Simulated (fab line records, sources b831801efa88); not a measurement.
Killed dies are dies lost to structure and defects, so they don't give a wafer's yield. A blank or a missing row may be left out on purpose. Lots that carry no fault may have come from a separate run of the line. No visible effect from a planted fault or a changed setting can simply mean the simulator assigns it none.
Struck lot and sound lot, side by side :: flow gf180mcu :: 18 steps out of a route of 602
Sound: the wafers L443.2, L443.3, L443.5. Struck: wafer L453.3. (L453.5, L453.6 of the same lot were not struck and are left out.) The cause comes at the end.
Per side, at each step with rows, come the tool, then ch with its chambers, and then its first start. Under that, the readings that differ: sound wafers :: struck wafers :: difference of the means :: sigmas: that difference in standard deviations of wafers without a fault.
alike: a reading whose means differ by less than 2 such deviations, as well as words and numbers matching on both sides. not compared: withheld readings; readings where some wafer has no value; bounds like >300 that might hide an equal value; numbers whose values overlap and for which the record gives no deviation.
The two part at a step that has a row with sigmas, a row that says differs or no value, or rows on one side only. Numbers that don't overlap but have no deviation are shown without sigmas and don't part them. Lack of a reading on every wafer of one side parts them only where that side has two or more wafers.

first, 2 steps without rows for these wafers: GF_DUAL_GATE_PEB_09; GF_DUAL_GATE_DEVELOP_10 (develop time 60 s).
GF_DUAL_GATE_OVL_MEAS_11:
  sound on overlay-02 at day 10 10:02; struck on overlay-01 at day 13 07:56
  alike: DUAL_GATE_OVL
then, 1 step without rows for these wafers: GF_DUAL_GATE_WET_ETCH_12 (etches SiO2 in dHF, target depth 13 nm, time 260 s).
GF_DUAL_GATE_STRIP_13: strips in O2/N2.
  sound on plasma_asher-03 ch 0,1, day 10 10:08; struck on plasma_asher-02 ch 0, day 13 08:04
reading: oes_product_au (a.u.)
sound: 0.705 0.713 0.716
struck: 0.722
difference: +0.011
sigmas: +2
  alike: chamber_pressure_mTorr, drypump_motor_current_A, heater_power_w, strip_time_to_endpoint_s
  not compared: rf_hours_counter_h
then, 3 steps without rows for these wafers: GF_DUAL_GATE_CLEAN_14 (cleans in SC1/SC2, time 150 s); GF_DUAL_GATE_OXIDATION_15 (stabilise 600 s, purge 300 s, target thk 7.098 nm); GF_POLY_GATE_CVD_00 (deposits poly-Si, target thk 200 nm, time 1200 s).
GF_POLY_GATE_THK_MEAS_01:
  sound on film_metro-03 at day 10 13:14; struck on film_metro-04 at day 13 11:42
  alike: POLY_GATE_CVD_00_THK
then, 3 steps without rows for these wafers: GF_POLY_GATE_DEHYDRATE_02 (time 60 s); GF_POLY_GATE_HMDS_03 (prime time 60 s); GF_POLY_GATE_COAT_04.
GF_POLY_GATE_COAT_05: resist thk 700 nm.
  sound on litho_track-02 ch 0, day 10 22:00; struck on litho_track-02 ch 0, day 13 22:00
reading: model.KrF_of_POLY_GATE_COAT_05.thk_nm (nm)
sound: 700.5 702.3 699.3
struck: 683.4
difference: -17.3
sigmas: 
then, 3 steps without rows for these wafers: GF_POLY_GATE_SOFTBAKE_06 (time 60 s); GF_POLY_GATE_EXPOSE_07 (exposes mask Poly2, target cd 280 nm); GF_POLY_GATE_PEB_08 (peb time 90 s).
GF_POLY_GATE_DEVELOP_09: develop time 60 s.
  sound on litho_track-02 ch 0, day 11 07:59; struck on litho_track-03 ch 0, day 14 08:42
reading: model.KrF_of_POLY_GATE_COAT_05.thk_nm (nm)
sound: 685.6 687.4 684.3
struck: 668.5
difference: -17.3
sigmas: 
GF_POLY_GATE_CD_MEAS_10 targets a cd of 280 nm.
  sound on cd_sem-02 at day 11 08:08; struck on cd_sem-02 at day 14 08:50
  alike: cd_nm

WHERE THEY PART
At GF_DUAL_GATE_STRIP_13 and nowhere else, as far as this record goes. Later steps at which nothing parts them and some readings are alike: GF_POLY_GATE_THK_MEAS_01, GF_POLY_GATE_CD_MEAS_10.

WHY: whatever the simulator had introduced
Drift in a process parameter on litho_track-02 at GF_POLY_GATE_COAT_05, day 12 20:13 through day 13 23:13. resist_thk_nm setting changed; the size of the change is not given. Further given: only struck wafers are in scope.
